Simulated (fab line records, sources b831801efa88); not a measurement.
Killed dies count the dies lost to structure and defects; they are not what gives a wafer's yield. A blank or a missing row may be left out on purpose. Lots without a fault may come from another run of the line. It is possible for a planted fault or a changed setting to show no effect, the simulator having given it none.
Problem report, 8D (eight disciplines) form, completed by code + flow gf180mcu + the parts of the form that need people (team, actions taken, sign-off) are left out

## 1. THE ISSUE
A mean of 558.6 W is read at GF_HV_LDD_ETCHBACK_58 for rf-fwd-power-W, taken on 1 wafer of 1 lot, against 397.6 W (standard deviation 1.3) on wafers free of any fault. That is +99 or more standard deviations from the usual mean.
The step: etches Si3N4 in CH3F/O2, stops on SiO2, time 100 s, target depth 90 nm.
Earliest sighting: wafer L847.6 on rie-diel-01 at day 20 03:35. At this step, 39 wafers from 13 lots have a number in the record. By rule, "out" or "out of limits" means more than 4 standard deviations away from the usual mean. The other wafers with a number count as sound.

## 2. WHAT IT IS, WHAT IT ISN'T
| question                    | is                | is not                                                                 |
|-----------------------------|-------------------|------------------------------------------------------------------------|
| which readings at this step | rf-fwd-power-W    | drypump-motor-current-A, oes-product-au, throttle-valve-pct            |
| which lots                  | L847              | L824, L825, L826, L827, L828, L830, L831, L832, L834, L836, L838, L839 |
| which wafers of those lots  | L847.6            | L847.1, L847.4                                                         |
| read on which tools         | rie-diel-01       | rie-diel-03, rie-diel-04                                               |
| when                        | from day 20 03:35 | up to then (38 sound wafers)                                           |

## 3. SUSPECTS, AND WHAT RULES EACH OUT
Counting: any tool at a process step up to the reading remains a suspect provided it ran every lot that is out. Sound lots after the first of them don't rule it out here, since some wafers of a struck lot are sound.
- rie-diel-01 at GF_HV_LDD_ETCHBACK_58 (etches Si3N4 in CH3F/O2, stops on SiO2, time 100 s, target depth 90 nm): kept. The lot that is out, L847, ran on it at day 20 03:35; the last sound lot it ran before that was L839, at day 17 23:13. Its own readings are out on those wafers: rf-fwd-power-W.
- rie-diel-01, GF_HV_LDD_ETCHBACK_58: wafers that are out in chamber 0, sound lot-mates in chambers 2, 3.
After counting, what remains is rie-diel-01 at GF_HV_LDD_ETCHBACK_58.

## 4. THE CAUSE (what the simulator had put in)
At GF_HV_LDD_ETCHBACK_58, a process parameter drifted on rie-diel-01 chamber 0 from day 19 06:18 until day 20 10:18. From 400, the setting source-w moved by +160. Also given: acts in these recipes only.
The count eliminated every tool but this one.

## 5. THE CHAIN OF EFFECTS, in route order
Each row: a reading where the mean over the struck wafers with a number is more than 3 standard deviations away from the usual. Only readings for which the record gives a usual standard deviation are gone through. hours: the time from each lot's start at the first step in this table that gives one to its start at this step, as a median over the lots. sigmas: the change in usual standard deviations.
| hours | step                  | reading        | usual   | on struck wafers | change | sigmas      |
|-------|-----------------------|----------------|---------|------------------|--------|-------------|
| 0     | GF_HV_LDD_ETCHBACK_58 | rf-fwd-power-W | 397.6 W | 558.6            | +161.0 | +99 or more |
Here are the process steps it includes:
- GF_HV_LDD_ETCHBACK_58: etches Si3N4 in CH3F/O2, stops on SiO2, time 100 s, target depth 90 nm.
Later measuring or inspecting steps at which every struck wafer that the step has a row for has a number for every such reading, and none has moved that far: GF_NSD_CD_MEAS_07, GF_PSD_CD_MEAS_07.

## 6. HOW IT WOULD HAVE BEEN CAUGHT EARLIER
21 hours passed between the start of the fault at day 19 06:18 and the first reading out of limits in this record, taken at day 20 03:35.
